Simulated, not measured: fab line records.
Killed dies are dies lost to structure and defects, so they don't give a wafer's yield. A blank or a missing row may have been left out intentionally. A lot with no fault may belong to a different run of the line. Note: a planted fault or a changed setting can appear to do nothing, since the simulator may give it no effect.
fab line records ; flow sky130
[record] lots = 11; wafers = 33; last_day = 50
route steps=708 shown VIA3@586 CAP2M@603 METAL4@633 PAD_OPEN@708
lots with no fault: from the same line, run without faults
start_h: the number of hours between the record's first day and the start of the first shown wafer of the lot ; wait_h: hours from the lot's prior step to this one ; " identical to the entry in the row above ; L1.1+2: a single row standing in for several wafers ; - either no value or no given start ; * or withheld: withheld ; < > ~ a bound
route shown NAME@n: a module of which the file shows steps, and the number in the route of the first ; usual: average and standard deviation across the fault-free wafers ; same: alike in all rows ; chamber/n: place in a boat ; sites: per-site readings ; _std_site: standard deviation of those values ; _edge_site: mean of outer sites minus mean of inner sites ; radius_mm: for every site, how far away it sits from the centre of the wafer ; mask NAME#n: copy n ; behind: the tool/chamber that last shaped the wafer ; hold: what put the lot on hold/how long, in hours/how the hold closed ; device: names the non-switching transistor (n, p or np) ; end of line: at the end of the route, the tests of the same wafers ; a step without rows: its recipe alone ; killed: count of dies lost to structure and defects at first sort (not the wafer's yield) ; map: a wafer's dies, marking killed ones x, the rest . and places with no die _
set.NAME: the run value of the setting; set.NAME@STEP: its run value at that earlier step ; model.NAME: the simulator's own value behind a step, which no gauge read
steps of the route over a sample of lots; a table a step, a row a wafer
services: a tool's chamber out of use, with start hour (start_h, from the record's first day; less than 0 if before it), hours out, and reason
[[steps]]
[step SKY_VIA3_OVL_MEAS_13]
[usual] VIA3_OVL = -5/4.8
lot.wafer;tool;chamber;start_h;wait_h;VIA3_OVL[nm]
L161.2;overlay-02;-;926.58;0.1;-11
L161.5;overlay-02;-;926.58;0.1;-10
L161.6;overlay-02;-;926.58;0.1;-6
L162.1;overlay-02;-;937.87;0.1;1
L162.3;overlay-02;-;937.87;0.1;1
L162.4;overlay-02;-;937.87;0.1;-4
L163.3;overlay-02;-;942.18;0.1;-2
L163.4;overlay-02;-;942.18;0.1;-2
L163.5;overlay-02;-;942.18;0.1;0
L168.2;overlay-01;-;985.93;0.1;-14
L168.4;overlay-01;-;985.93;0.1;-8
L168.6;overlay-01;-;985.93;0.1;-4
L170.3;overlay-01;-;996.98;0.1;-2
L170.5;overlay-01;-;996.98;0.1;-2
L170.6;overlay-01;-;996.98;0.1;-5
L173.1;overlay-01;-;1016.12;0.1;-3
L173.3;overlay-01;-;1016.12;0.1;2
L173.6;overlay-01;-;1016.12;0.1;-1
L175.1;overlay-01;-;1032.34;0.1;-1
L175.3;overlay-01;-;1032.34;0.1;-9
L175.5;overlay-01;-;1032.34;0.1;1
L176.3;overlay-02;-;1046.46;0.1;-4
L176.5;overlay-02;-;1046.46;0.1;-4
L176.6;overlay-02;-;1046.46;0.1;-2
L179.1;overlay-01;-;1053.24;0.1;-4
L179.5;overlay-01;-;1053.24;0.1;-1
L179.6;overlay-01;-;1053.24;0.1;4
L183.1;overlay-02;-;1079.32;0.1;-9
L183.3;overlay-02;-;1079.32;0.1;-12
L183.4;overlay-02;-;1079.32;0.1;-6
L184.1;overlay-01;-;1082.59;0.1;1
L184.3;overlay-01;-;1082.59;0.1;-2
L184.5;overlay-01;-;1082.59;0.1;-3
[step SKY_VIA3_SPUTTER_20]
[recipe] material = TiN; target_thk_nm = 20; chamber_pressure_pa = 5; power_w = 4000; time_s = 80
[usual] cathode_dc_power_W = 4000.0/0.71; throttle_valve_pct = 30.2/1.4
lot.wafer;tool;chamber;start_h;wait_h;cathode_dc_power_W;throttle_valve_pct
L161.2;pvd_sputter-02;-;927.31;0.0;3999.5;30.5
L161.5;pvd_sputter-02;-;927.31;0.0;4001.4;28.9
L161.6;pvd_sputter-02;-;927.31;0.0;4000.3;30.9
L162.1;pvd_sputter-02;-;938.67;0.0;4000.3;30.8
L162.3;pvd_sputter-02;-;938.67;0.0;4000.3;28.5
L162.4;pvd_sputter-02;-;938.67;0.0;4000.6;28.5
L163.3;pvd_sputter-01;-;943.33;0.0;3999.4;31.3
L163.4;pvd_sputter-01;-;943.33;0.0;3998.7;29.7
L163.5;pvd_sputter-01;-;943.33;0.0;3999.8;30.5
L168.2;pvd_sputter-01;-;987.00;0.0;3999.9;32.5
L168.4;pvd_sputter-01;-;987.00;0.0;3999.8;31.2
L168.6;pvd_sputter-01;-;987.00;0.0;3999.2;32.5
L170.3;pvd_sputter-01;-;997.71;0.0;4000.1;29.6
L170.5;pvd_sputter-01;-;997.71;0.0;3999.6;30.6
L170.6;pvd_sputter-01;-;997.71;0.0;3998.8;31.2
L173.1;pvd_sputter-01;-;1016.85;0.0;3999.9;30.5
L173.3;pvd_sputter-01;-;1016.85;0.0;4001.1;31.5
L173.6;pvd_sputter-01;-;1016.85;0.0;3999.2;32.5
L175.1;pvd_sputter-01;-;1033.08;0.0;4000.1;29.5
L175.3;pvd_sputter-01;-;1033.08;0.0;4000.1;32.2
L175.5;pvd_sputter-01;-;1033.08;0.0;4001.5;31.4
L176.3;pvd_sputter-04;-;1047.19;0.0;4000.3;29.3
L176.5;pvd_sputter-04;-;1047.19;0.0;4000.6;32.1
L176.6;pvd_sputter-04;-;1047.19;0.0;3999.6;29.5
L179.1;pvd_sputter-04;-;1053.97;0.0;4000.8;32.2
L179.5;pvd_sputter-04;-;1053.97;0.0;3999.9;32.3
L179.6;pvd_sputter-04;-;1053.97;0.0;3999.8;29.1
L183.1;pvd_sputter-04;-;1080.10;0.0;3999.3;28.3
L183.3;pvd_sputter-04;-;1080.10;0.0;4000.1;32.2
L183.4;pvd_sputter-04;-;1080.10;0.0;4000.0;28.4
L184.1;pvd_sputter-02;-;1083.37;0.0;4000.1;28.5
L184.3;pvd_sputter-02;-;1083.37;0.0;4001.2;30.8
L184.5;pvd_sputter-02;-;1083.37;0.0;3999.7;28.4
[step SKY_CAP2M_CVD_00]
[recipe] material = SiO2; target_thk_nm = 15.5; temp_c = 400; time_s = withheld; rf_w = 450
[usual] heater_power_w = 703/110
lot.wafer;tool;chamber;start_h;wait_h;heater_power_w
L161.2;pecvd-01;1;928.12;0.0;600
L161.5;pecvd-01;1;928.12;0.0;619
L161.6;pecvd-01;0;928.12;0.0;914
L162.1;pecvd-02;0;939.49;0.0;632
L162.3;pecvd-02;2;939.49;0.0;601
L162.4;pecvd-02;0;939.49;0.0;640
L163.3;pecvd-02;0;944.15;0.0;692
L163.4;pecvd-02;2;944.15;0.0;672
L163.5;pecvd-02;1;944.15;0.0;752
L168.2;pecvd-03;0;987.82;0.0;733
L168.4;pecvd-03;1;987.82;0.0;731
L168.6;pecvd-03;2;987.82;0.0;583
L170.3;pecvd-01;1;998.52;0.0;652
L170.5;pecvd-01;0;998.52;0.0;994
L170.6;pecvd-01;1;998.52;0.0;633
L173.1;pecvd-01;0;1018.36;0.0;931
L173.3;pecvd-01;2;1018.36;0.0;633
L173.6;pecvd-01;1;1018.36;0.0;666
L175.1;pecvd-01;2;1033.90;0.0;665
L175.3;pecvd-01;0;1033.90;0.0;987
L175.5;pecvd-01;0;1033.90;0.0;955
L176.3;pecvd-01;1;1048.01;0.0;642
L176.5;pecvd-01;2;1048.01;0.0;650
L176.6;pecvd-01;0;1048.01;0.0;967
L179.1;pecvd-02;0;1054.79;0.0;737
L179.5;pecvd-02;0;1054.79;0.0;725
L179.6;pecvd-02;2;1054.79;0.0;729
L183.1;pecvd-03;2;1080.91;0.0;603
L183.3;pecvd-03;0;1080.91;0.0;665
L183.4;pecvd-03;0;1080.91;0.0;664
L184.1;pecvd-03;2;1084.19;0.0;499
L184.3;pecvd-03;1;1084.19;0.0;674
L184.5;pecvd-03;0;1084.19;0.0;757
[step SKY_CAP2M_THK_MEAS_01]
[recipe] reads = SiO2_of_CAP2M_CVD_00
[usual] CAP2M_CVD_00_THK = 15.60/0.23
lot.wafer;tool;chamber;start_h;wait_h;CAP2M_CVD_00_THK[nm]
L161.2;film_metro-03;-;928.16;-;15.48
L161.5;film_metro-03;-;928.16;-;15.62
L161.6;film_metro-03;-;928.16;-;15.79
L162.1;film_metro-04;-;939.51;-;15.41
L162.3;film_metro-04;-;939.51;-;15.22
L162.4;film_metro-04;-;939.51;-;15.65
L163.3;film_metro-03;-;944.19;-;15.34
L163.4;film_metro-03;-;944.19;-;15.27
L163.5;film_metro-03;-;944.19;-;15.76
L168.2;film_metro-04;-;987.85;-;15.70
L168.4;film_metro-04;-;987.85;-;15.83
L168.6;film_metro-04;-;987.85;-;15.93
L170.3;film_metro-01;-;998.57;-;15.43
L170.5;film_metro-01;-;998.57;-;15.78
L170.6;film_metro-01;-;998.57;-;15.83
L173.1;film_metro-03;-;1018.39;-;15.39
L173.3;film_metro-03;-;1018.39;-;15.46
L173.6;film_metro-03;-;1018.39;-;15.56
L175.1;film_metro-03;-;1033.92;-;15.44
L175.3;film_metro-03;-;1033.92;-;14.64
L175.5;film_metro-03;-;1033.92;-;15.65
L176.3;film_metro-01;-;1048.05;-;14.74
L176.5;film_metro-01;-;1048.05;-;15.94
L176.6;film_metro-01;-;1048.05;-;14.86
L179.1;film_metro-03;-;1054.81;-;15.28
L179.5;film_metro-03;-;1054.81;-;15.42
L179.6;film_metro-03;-;1054.81;-;15.55
L183.1;film_metro-01;-;1080.94;-;15.69
L183.3;film_metro-01;-;1080.94;-;15.44
L183.4;film_metro-01;-;1080.94;-;16.05
L184.1;film_metro-04;-;1084.21;-;15.79
L184.3;film_metro-04;-;1084.21;-;15.78
L184.5;film_metro-04;-;1084.21;-;16.10
[step SKY_CAP2M_OVL_MEAS_12]
[usual] CAP2M_OVL = -0.5/1.4
lot.wafer;tool;chamber;start_h;wait_h;CAP2M_OVL[nm]
L161.2;overlay-01;-;952.41;0.1;-0.9
L161.5;overlay-01;-;952.41;0.1;-2.7
L161.6;overlay-01;-;952.41;0.1;-1.1
L162.1;overlay-02;-;964.11;0.1;-0.8
L162.3;overlay-02;-;964.11;0.1;-1.7
L162.4;overlay-02;-;964.11;0.1;2.0
L163.3;overlay-01;-;969.22;0.1;0.3
L163.4;overlay-01;-;969.22;0.1;-0.9
L163.5;overlay-01;-;969.22;0.1;-0.2
L168.2;overlay-01;-;1010.76;0.1;0.3
L168.4;overlay-01;-;1010.76;0.1;0.8
L168.6;overlay-01;-;1010.76;0.1;-0.1
L170.3;overlay-02;-;1021.82;0.1;-0.3
L170.5;overlay-02;-;1021.82;0.1;-0.1
L170.6;overlay-02;-;1021.82;0.1;-0.1
L173.1;overlay-01;-;1041.06;0.1;-0.2
L173.3;overlay-01;-;1041.06;0.1;1.7
L173.6;overlay-01;-;1041.06;0.1;-1.2
L175.1;overlay-01;-;1056.31;0.1;0.5
L175.3;overlay-01;-;1056.31;0.1;-0.1
L175.5;overlay-01;-;1056.31;0.1;-1.3
L176.3;overlay-01;-;1069.82;0.1;0.9
L176.5;overlay-01;-;1069.82;0.1;-2.7
L176.6;overlay-01;-;1069.82;0.1;-1.6
L179.1;overlay-01;-;1075.81;0.1;-0.1
L179.5;overlay-01;-;1075.81;0.1;1.0
L179.6;overlay-01;-;1075.81;0.1;1.8
L183.1;overlay-02;-;1101.86;0.1;-0.7
L183.3;overlay-02;-;1101.86;0.1;-0.9
L183.4;overlay-02;-;1101.86;0.1;-1.1
L184.1;overlay-02;-;1104.56;0.1;-1.8
L184.3;overlay-02;-;1104.56;0.1;-0.1
L184.5;overlay-02;-;1104.56;0.1;-2.7
[step SKY_METAL4_ETCH_17]
[recipe] target = SiO2; stop_on = TiN; chemistry = C4F8/O2/Ar; source_w = 1500; bias_w = 1200; pressure_mtorr = 40; c4f8_flow_sccm = withheld; O2_flow_sccm = 6; Ar_flow_sccm = 300; time_s = 3.9; target_depth_a = 150
[usual] oes_product_au = 0.756/0.0062
lot.wafer;tool;chamber;start_h;wait_h;oes_product_au;rf_hours_counter_h
L161.2;rie_diel-02;0;977.20;0.1;0.755;9
L161.5;rie_diel-02;2;977.20;0.1;0.761;-
L161.6;rie_diel-02;1;977.20;0.1;0.760;-
L162.1;rie_diel-02;3;988.91;0.1;0.748;0
L162.3;rie_diel-02;0;988.91;0.1;0.744;9
L162.4;rie_diel-02;2;988.91;0.1;0.763;11
L163.3;rie_diel-03;2;993.29;0.0;0.745;15
L163.4;rie_diel-03;3;993.29;0.0;0.751;-
L163.5;rie_diel-03;2;993.29;0.0;0.755;-
L168.2;rie_diel-03;3;1034.48;0.1;0.753;23
L168.4;rie_diel-03;2;1034.48;0.1;0.764;16
L168.6;rie_diel-03;2;1034.48;0.1;0.761;-
L170.3;rie_diel-02;1;1045.03;0.1;0.748;20
L170.5;rie_diel-02;2;1045.03;0.1;0.765;-
L170.6;rie_diel-02;3;1045.03;0.1;0.757;-
L173.1;rie_diel-02;2;1064.60;0.1;0.755;13
L173.3;rie_diel-02;0;1064.60;0.1;0.754;12
L173.6;rie_diel-02;2;1064.60;0.1;0.757;-
L175.1;rie_diel-02;2;1077.79;0.1;0.749;13
L175.3;rie_diel-02;0;1077.79;0.1;0.736;12
L175.5;rie_diel-02;3;1077.79;0.1;0.760;-
L176.3;rie_diel-03;0;1091.80;0.0;0.733;16
L176.5;rie_diel-03;3;1091.80;0.0;0.761;-
L176.6;rie_diel-03;0;1091.80;0.0;0.743;-
L179.1;rie_diel-02;3;1097.09;0.1;0.757;3
L179.5;rie_diel-02;2;1097.09;0.1;0.750;-
L179.6;rie_diel-02;1;1097.09;0.1;0.761;-
L183.1;rie_diel-04;2;1122.00;0.1;0.755;21
L183.3;rie_diel-04;0;1122.00;0.1;0.757;21
L183.4;rie_diel-04;3;1122.00;0.1;0.764;-
L184.1;rie_diel-04;0;1125.74;0.1;0.767;21
L184.3;rie_diel-04;3;1125.74;0.1;0.753;27
L184.5;rie_diel-04;0;1125.74;0.1;0.765;-
[step SKY_PAD_OPEN_PROBE_99]
[usual] defect_limited_yield = 82.6/1.9; killed_at_M0_to_M3 = 42/7.1; killed_at_M4_up = 3.3/1.9; killed_at_contacts = 24/5; killed_at_front_end = 15/4.7; killed_at_other = 0.3/0.61; killed_dies = 86/9.6; killed_on_rim = 17/3.8; killed_open = 47/7.5; killed_short = 38/6.6; sort_bin_3_pad_short = 0.9/0.42; sort_bin_5_function = 10.2/1.5; sort_bin_6_memory = 6.3/1.1; sort_n_pass = 406/9.6; sort_yield_pct = 82.6/1.9
[same] gross_dies = 492; killed_at_back_side = 0; sort_bin_4_leakage[%] = 0; sort_bin_8_speed[%] = 0
lot.wafer;tool;chamber;start_h;wait_h;defect_limited_yield[%];killed_at_M0_to_M3;killed_at_M4_up;killed_at_contacts;killed_at_front_end;killed_at_other;killed_dies;killed_on_rim;killed_open;killed_short;sort_bin_3_pad_short[%];sort_bin_5_function[%];sort_bin_6_memory[%];sort_n_pass;sort_yield_pct[%]
L161.2;prober-02;-;1071.54;0.1;81.7;42;4;26;16;2;90;24;46;43;0.6;12.0;5.7;402;81.7
L161.5;prober-02;-;1071.69;0.2;82.5;44;3;27;12;0;86;18;49;36;1.8;10.4;5.3;406;82.5
L161.6;prober-02;-;1071.74;0.2;80.3;49;2;31;15;0;97;17;60;37;1.2;12.2;6.3;395;80.3
L162.1;prober-01;-;1084.13;0.1;83.3;41;3;29;9;0;82;11;57;25;0.6;9.6;6.5;410;83.3
L162.3;prober-01;-;1084.23;0.2;81.3;39;9;25;19;0;92;26;41;51;2.2;11.2;5.3;400;81.3
L162.4;prober-01;-;1084.28;0.2;85.2;33;1;22;16;1;73;17;33;40;0.4;8.1;6.3;419;85.2
L168.2;prober-02;-;1124.39;0.1;83.1;42;2;19;20;0;83;17;39;44;1.0;8.5;7.3;409;83.1
L168.4;prober-02;-;1124.49;0.2;82.5;46;0;27;13;0;86;15;57;28;1.2;8.5;7.7;406;82.5
L168.6;prober-02;-;1124.59;0.2;82.1;40;1;30;17;0;88;17;49;39;0.6;10.2;7.1;404;82.1
L175.1;prober-02;-;1162.57;0.1;80.7;38;4;38;15;0;95;22;57;38;0.8;11.8;6.7;397;80.7
L175.3;prober-02;-;1162.67;0.2;80.5;38;1;34;23;0;96;24;61;34;0.8;10.2;8.5;396;80.5
L175.5;prober-02;-;1162.77;0.2;79.5;55;3;27;15;1;101;18;57;44;1.6;11.2;7.7;391;79.5
L179.1;prober-02;-;1179.25;0.1;82.9;35;0;28;21;0;84;15;51;33;0.8;9.8;6.5;408;82.9
L179.5;prober-02;-;1179.45;0.2;82.5;40;5;25;16;0;86;23;49;37;1.6;8.3;7.5;406;82.5
L179.6;prober-02;-;1179.50;0.2;83.5;33;3;26;19;0;81;10;43;38;0.8;10.4;5.3;411;83.5
L183.1;prober-02;-;1198.13;0.1;86.4;36;2;17;12;0;67;16;37;30;0.6;8.3;4.7;425;86.4
L183.3;prober-02;-;1198.23;0.2;83.7;40;6;17;17;0;80;15;47;33;0.6;9.8;5.9;412;83.7
L183.4;prober-02;-;1198.28;0.2;83.3;39;2;18;22;1;82;11;39;42;0.4;10.0;6.3;410;83.3
L184.1;prober-01;-;1200.75;0.1;85.4;30;5;26;10;1;72;11;45;27;1.0;10.4;3.3;420;85.4
L184.3;prober-01;-;1200.85;0.2;82.3;46;4;22;15;0;87;17;44;43;1.2;11.4;5.1;405;82.3
L184.5;prober-01;-;1200.95;0.2;82.9;35;4;29;16;0;84;19;47;37;1.4;9.3;6.3;408;82.9
// killed by level:class
L161.2 VIA1:geometric_particle:open=13 CONTACT:geometric_particle:short=10 CONTACT:geometric_particle:open=9 VIA3:geometric_particle:open=5 POLY_GATE:geometric_particle:short=4 VIA1:geometric_particle:short=4 VIA2:geometric_particle:open=4 VIA3:geometric_particle:short=4
L161.5 VIA1:geometric_particle:open=11 VIA3:geometric_particle:open=9 VIA1:geometric_particle:short=7 CONTACT:geometric_particle:open=7 VIA2:geometric_particle:open=6 LI_CONTACT:geometric_particle:open=6 CONTACT:geometric_particle:short=6 LOCAL_INTERCONNECT:geometric_particle:short=4
L161.6 VIA2:geometric_particle:open=12 CONTACT:geometric_particle:open=10 VIA3:geometric_particle:open=9 LI_CONTACT:geometric_particle:open=9 VIA1:geometric_particle:open=8 CONTACT:geometric_particle:short=7 FIELD_ISO:geometric_particle:short=6 METAL2:geometric_particle:short=5
L162.1 VIA1:geometric_particle:open=19 CONTACT:geometric_particle:open=17 VIA2:geometric_particle:open=5 POLY_GATE:geometric_particle:short=4 LI_CONTACT:geometric_particle:open=4 CONTACT:geometric_particle:short=4 VIA1:geometric_particle:short=4 VIA3:geometric_particle:open=4
L162.3 VIA3:geometric_particle:open=9 LOCAL_INTERCONNECT:geometric_particle:short=7 FIELD_ISO:geometric_particle:short=6 CONTACT:geometric_particle:open=6 VIA1:geometric_particle:short=6 METAL2:geometric_particle:short=6 FIELD_ISO:geometric_particle:open=5 CONTACT:geometric_particle:short=5
L162.4 CONTACT:geometric_particle:open=9 POLY_GATE:geometric_particle:short=6 LI_CONTACT:geometric_particle:open=6 VIA1:geometric_particle:short=6 METAL1:geometric_particle:short=5 METAL2:geometric_particle:short=5 VIA2:geometric_particle:open=5 FIELD_ISO:geometric_particle:short=4
L168.2 METAL1:geometric_particle:short=9 FIELD_ISO:geometric_particle:open=6 VIA1:geometric_particle:open=6 VIA2:geometric_particle:open=6 VIA3:geometric_particle:open=6 CONTACT:geometric_particle:open=5 METAL2:geometric_particle:short=5 FIELD_ISO:geometric_particle:short=4
L168.4 VIA1:geometric_particle:open=12 CONTACT:geometric_particle:open=12 LI_CONTACT:geometric_particle:open=9 VIA2:geometric_particle:open=9 METAL2:geometric_particle:short=5 POLY_GATE:geometric_particle:open=4 METAL1:geometric_particle:short=4 FIELD_ISO:geometric_particle:short=3
L168.6 CONTACT:geometric_particle:short=8 CONTACT:geometric_particle:open=8 VIA3:geometric_particle:open=8 FIELD_ISO:geometric_particle:open=7 METAL1:geometric_particle:short=7 LI_CONTACT:geometric_particle:open=6 VIA1:geometric_particle:open=5 VIA2:geometric_particle:open=5
L175.1 CONTACT:geometric_particle:open=16 LI_CONTACT:geometric_particle:open=10 VIA1:geometric_particle:open=10 CONTACT:geometric_particle:short=6 VIA3:geometric_particle:open=6 METAL1:geometric_particle:short=5 METAL2:geometric_particle:short=4 VIA2:geometric_particle:open=4
L175.3 CONTACT:geometric_particle:open=14 VIA1:geometric_particle:open=12 LI_CONTACT:geometric_particle:open=9 LI_CONTACT:geometric_particle:short=7 FIELD_ISO:geometric_particle:open=6 POLY_GATE:geometric_particle:short=6 VIA2:geometric_particle:open=6 POLY_GATE:geometric_particle:open=5
L175.5 VIA1:geometric_particle:open=16 LI_CONTACT:geometric_particle:open=10 METAL2:geometric_particle:short=8 FIELD_ISO:geometric_particle:short=7 CONTACT:geometric_particle:open=7 VIA3:geometric_particle:open=7 VIA2:geometric_particle:open=6 METAL1:geometric_particle:short=5
L179.1 CONTACT:geometric_particle:open=10 VIA1:geometric_particle:open=8 LI_CONTACT:geometric_particle:open=8 POLY_GATE:geometric_particle:open=7 VIA3:geometric_particle:open=7 METAL2:geometric_particle:short=5 FIELD_ISO:geometric_particle:open=4 LOCAL_INTERCONNECT:geometric_particle:short=4
L179.5 VIA1:geometric_particle:open=10 CONTACT:geometric_particle:open=9 VIA1:geometric_particle:short=7 LI_CONTACT:geometric_particle:open=6 VIA3:geometric_particle:open=6 METAL2:geometric_particle:short=4 VIA2:geometric_particle:short=4 FIELD_ISO:geometric_particle:open=3
L179.6 LI_CONTACT:geometric_particle:open=9 CONTACT:geometric_particle:open=8 METAL2:geometric_particle:short=7 VIA3:geometric_particle:open=7 VIA1:geometric_particle:open=6 FIELD_ISO:geometric_particle:short=5 FIELD_ISO:geometric_particle:open=4 CONTACT:geometric_particle:short=4
L183.1 VIA2:geometric_particle:open=10 CONTACT:geometric_particle:open=7 CONTACT:geometric_particle:short=6 METAL2:geometric_particle:short=6 METAL1:geometric_particle:short=5 VIA1:geometric_particle:open=5 POLY_GATE:geometric_particle:short=4 POLY_GATE:geometric_particle:open=3
L183.3 VIA1:geometric_particle:open=9 VIA2:geometric_particle:open=7 POLY_GATE:geometric_particle:short=6 LI_CONTACT:geometric_particle:open=5 CONTACT:geometric_particle:open=5 METAL1:geometric_particle:open=4 METAL1:geometric_particle:short=4 FIELD_ISO:geometric_particle:short=3
L183.4 VIA1:geometric_particle:open=10 CONTACT:geometric_particle:open=8 POLY_GATE:geometric_particle:short=6 FIELD_ISO:geometric_particle:short=5 VIA3:geometric_particle:open=5 LI_CONTACT:geometric_particle:open=4 LOCAL_INTERCONNECT:geometric_particle:short=4 METAL1:geometric_particle:short=4
L184.1 CONTACT:geometric_particle:open=13 VIA3:geometric_particle:open=7 VIA1:geometric_particle:open=7 LI_CONTACT:geometric_particle:open=6 METAL4:geometric_particle:short=4 FIELD_ISO:geometric_particle:short=3 POLY_GATE:geometric_particle:open=3 LI_CONTACT:geometric_particle:short=3
L184.3 VIA1:geometric_particle:open=8 VIA3:geometric_particle:open=8 VIA1:geometric_particle:short=7 VIA2:geometric_particle:open=7 METAL2:geometric_particle:short=6 CONTACT:geometric_particle:open=6 POLY_GATE:geometric_particle:open=5 FIELD_ISO:geometric_particle:short=4
L184.5 CONTACT:geometric_particle:open=10 VIA1:geometric_particle:open=10 VIA3:geometric_particle:open=8 CONTACT:geometric_particle:short=7 POLY_GATE:geometric_particle:open=4 POLY_GATE:geometric_particle:short=4 LI_CONTACT:geometric_particle:short=4 LI_CONTACT:geometric_particle:open=4
[[services]]
tool;chamber;start_h;hours;kind
rie_diel-02;0;907.76;5.6;repair
pvd_sputter-04;-;909.22;0.7;repair
rie_diel-02;-;915.07;0.7;repair
rie_diel-03;-;915.80;1.6;repair
rie_diel-03;1;924.69;5.3;repair
pecvd-02;1;925.83;3.9;repair
pecvd-03;2;938.08;21.6;repair
pvd_sputter-01;-;950.17;5.7;repair
rie_diel-03;-;955.30;0.3;repair
pecvd-02;1;956.14;2.6;repair
pvd_sputter-01;-;971.69;7.0;repair
pecvd-01;2;972.08;23.6;repair
rie_diel-03;1;972.57;15.9;repair
rie_diel-03;0;976.81;3.8;repair
pvd_sputter-02;-;990.41;23.1;repair
rie_diel-02;-;990.58;3.1;repair
rie_diel-03;1;992.47;8.5;repair
pvd_sputter-01;-;994.80;1.1;repair
rie_diel-02;3;1021.09;3.0;repair
pecvd-03;-;1021.59;6.0;pm
rie_diel-03;-;1046.58;0.8;repair
pecvd-03;2;1051.52;3.1;repair
pecvd-01;2;1098.55;6.4;repair
pecvd-01;-;1112.35;4.2;repair
[[key]]
[first_sign] step = SKY_CAP2M_THK_MEAS_01; reading = CAP2M_CVD_00_THK; direction = down; sigmas = 3.7; usual = 15.60; struck = 14.74
[effect] step = SKY_METAL4_ETCH_17; reading = oes_product_au; direction = down; sigmas = 3; usual = 0.756; struck = 0.737
met_at SKY_CAP2M_CVD_00
struck_lots L175,L176
struck_wafers L175.3,L176.3,L176.6
not_acting_at SKY_VIA3_OVL_MEAS_13,SKY_VIA3_SPUTTER_20,SKY_CAP2M_OVL_MEAS_12
onset_between 1018.36 1033.90
[fault] kind = process_parameter_drift; tool = pecvd-01; chamber = -; onset_h = 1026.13; steps = SKY_CAP2M_CVD_00; channel = target_thk_nm; offset = -0.78448; shape = step; end_h = 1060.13; scope = struck_wafers_only; acts_in = these_recipes_only; stated = 15.5
